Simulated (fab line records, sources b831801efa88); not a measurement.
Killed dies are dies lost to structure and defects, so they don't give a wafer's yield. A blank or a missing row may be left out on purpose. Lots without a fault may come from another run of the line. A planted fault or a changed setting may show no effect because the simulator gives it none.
Chamber matching | flow sfq_line | SFQ_TRILAYER_I5_ETCH_VIA_ETCH_147 on rie_diel-04: 4 sister chambers
The step etches the open film in CHF3, stops on Nb, target depth 360 nm. 14 wafers are shown with their chamber, then 7 later ones without.

WAFERS WITH THEIR CHAMBER
wafer  | chamber | drypump_motor_current_A (A) | oes_product_au (a.u.)
L885.3 | 0       | 5.5                         | 0.979
L885.5 | 1       | 6.2                         | 0.990
L885.6 | 0       | 5.4                         | 0.986
L887.4 | 1       | 6.3                         | 0.994
L887.5 | 2       | 6.2                         | 0.993
L887.6 | 3       | 5.6                         | 0.996
L888.1 | 3       | 5.6                         | 0.988
L888.4 | 1       | 6.3                         | 0.984
L888.6 | 2       | 6.2                         | 0.987
L889.1 | 1       | 6.3                         | 0.997
L889.3 | 0       | 5.5                         | 0.983
L889.5 | 2       | 6.2                         | 0.989
L891.2 | 0       | 5.5                         | 0.981
L891.3 | 2       | 6.2                         | 0.985

SIGNATURES (means of the wafers above)
reading                 | chamber 0 | chamber 1 | chamber 2 | chamber 3 | scatter within a chamber
drypump_motor_current_A | 5.475     | 6.275     | 6.200     | 5.600     | 0.0387
oes_product_au          | 0.98225   | 0.99125   | 0.98850   | 0.99200   | 0.00434
Rule: a wafer's distance from a chamber is the root of the sum, over the readings, of the square of ((its reading less the chamber's mean) divided by the reading's scatter). The wafer belongs to the nearest chamber; if the next one is less than 2 further off, it can't be placed. The scatter: the root of (the sum of the squares of (reading less its chamber's mean) over the shown wafers, divided by (wafers less chambers)).

WAFERS WITHOUT THEIR CHAMBER
wafer  | drypump_motor_current_A (A) | oes_product_au (a.u.)
L891.4 | 5.6                         | 0.988
L893.1 | 6.3                         | 0.988
L893.2 | 6.2                         | 0.985
L893.4 | 5.4                         | 0.984
L894.2 | 5.6                         | 0.986
L894.3 | 6.2                         | 0.982
L894.6 | 6.2                         | 0.985

WHICH CHAMBER EACH WENT THROUGH
wafer  | from the rows above     | in truth
L891.4 | 3                       | 3
L893.1 | can't be placed: 1 or 2 | 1
L893.2 | can't be placed: 2 or 1 | 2
L893.4 | 0                       | 0
L894.2 | can't be placed: 3 or 0 | 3
L894.3 | can't be placed: 2 or 1 | 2
L894.6 | can't be placed: 2 or 1 | 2
Placed correctly: 2 of 7. Can't be placed from these rows: 5 (the true chamber is among the candidates in 5). Placed wrongly: 0.
